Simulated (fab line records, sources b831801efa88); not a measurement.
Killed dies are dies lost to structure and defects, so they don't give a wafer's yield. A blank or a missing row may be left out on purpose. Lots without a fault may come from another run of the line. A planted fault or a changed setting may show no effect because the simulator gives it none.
A struck lot beside a sound one | flow sky130 | 22 steps out of a route of 708
Sound: wafers L943.1, L943.3, L943.6. Struck: wafers L934.2, L934.5, L934.6. The cause comes at the end.
At each step with rows: each side's tool, then ch and its chambers, then its first start. Under that, the readings that differ: sound wafers | struck wafers | difference of the means | sigmas: that difference in standard deviations of wafers without a fault.
alike: readings whose means differ by less than 2 such deviations, and words and numbers that are the same on both sides. not compared: withheld readings, readings that some wafer has no value for, bounds like >300 that may hide the same value, and numbers for which the record gives no deviation and whose values overlap.
The two part at a step that has a row with sigmas, a row that says differs or no value, or rows on one side only. Numbers that don't overlap but have no deviation are shown without sigmas and don't part them. A reading that every wafer of one side lacks parts them only if that side has two wafers or more.

SKY_POLY_GATE_THK_MEAS_21:
  sound on film_metro-01, day 24 06:10; struck on film_metro-01, day 21 10:52
  alike: POLY_GATE_OXIDATION_THK
SKY_POLY_GATE_CD_MEAS_22:
  sound on cd_sem-01, day 24 06:14; struck on cd_sem-02, day 21 10:56
  alike: cd_nm
then, 7 steps without rows for these wafers: SKY_LDD_N_DEHYDRATE_00 (time 60 s); SKY_LDD_N_HMDS_01 (prime time 60 s); SKY_LDD_N_COAT_02 (resist thk 300 nm); SKY_LDD_N_SOFTBAKE_03 (time 60 s); SKY_LDD_N_EXPOSE_04 (exposes mask NTM, target cd 840 nm); SKY_LDD_N_PEB_05; SKY_LDD_N_DEVELOP_06 (develop time 60 s).
SKY_LDD_N_OVL_MEAS_07:
  sound on overlay-02, day 25 10:50; struck on overlay-02, day 22 17:07
  alike: LDD_N_OVL
then, 2 steps without rows for these wafers: SKY_LDD_N_IMPLANT_08; SKY_LDD_N_IMPLANT_09.
SKY_LDD_N_IMPLANT_10:
  sound on implanter-01 ch 0, day 25 11:10; struck on implanter-01 ch 0, day 22 17:28
  reading            | sound                        | struck                        | difference | sigmas
  dose_ions_cm2      | 7.484e+13 7.492e+13 7.49e+13 | 4.522e+13 4.514e+13 4.512e+13 | -2.973e+13 | -99 or more
  faraday_current_uA | 430 414 428                  | 254 248 259                   | -170       | -20
then, 5 steps without rows for these wafers: SKY_LDD_N_IMPLANT_11; SKY_LDD_N_IMPLANT_12; SKY_LDD_N_IMPLANT_13; SKY_LDD_N_IMPLANT_14; SKY_LDD_N_IMPLANT_15.
SKY_LDD_N_STRIP_16: strips in O2/N2.
  sound on plasma_asher-02 ch 0,1, day 25 12:04; struck on plasma_asher-02 ch 0,1, day 22 18:20
  reading                      | sound             | struck            | difference | sigmas
  strip_time_to_endpoint_s (s) | 4.323 4.310 4.308 | 4.216 4.212 4.219 | -0.098     | -8
  alike: drypump_motor_current_A, oes_product_au
  not compared: rf_hours_counter_h
SKY_LDD_N_TW_MEAS_17:
  sound on film_metro-04, day 25 12:10; struck on film_metro-03, day 22 18:27
  reading  | sound          | struck         | difference | sigmas
  LDD_N_TW | 2596 2597 2586 | 2520 2526 2528 | -68        | -4
then, 1 step without rows for these wafers: SKY_LDD_P_DEHYDRATE_00 (time 60 s).
-- the record jumps here: 26 days lie between the struck wafers' starts before and after (it left off in module LDD_P and takes up again in module PAD_OPEN, whose first step shown is number 708 of the route) --
SKY_PAD_OPEN_PROBE_99:
  sound on prober-01, day 50 17:11; struck on prober-02, day 49 00:52
  reading                     | sound         | struck            | difference | sigmas
  model.etest.tip_n.rs_ohm_sq | 455 453 451.8 | 462.4 463.9 464.1 | +10.2      |
  alike: killed_at_M0_to_M3, killed_at_M4_up, killed_at_contacts, killed_at_front_end, killed_at_other, killed_dies, killed_open, killed_short

WHERE THEY PART
First at SKY_LDD_N_IMPLANT_10; last, within this record, at SKY_LDD_N_TW_MEAS_17. Later steps at which nothing parts them and some readings are alike: SKY_PAD_OPEN_PROBE_99.

WHY: what the simulator had put in
Process parameter drift: implanter-01, from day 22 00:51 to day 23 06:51, at SKY_LDD_N_IMPLANT_10. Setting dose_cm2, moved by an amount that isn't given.
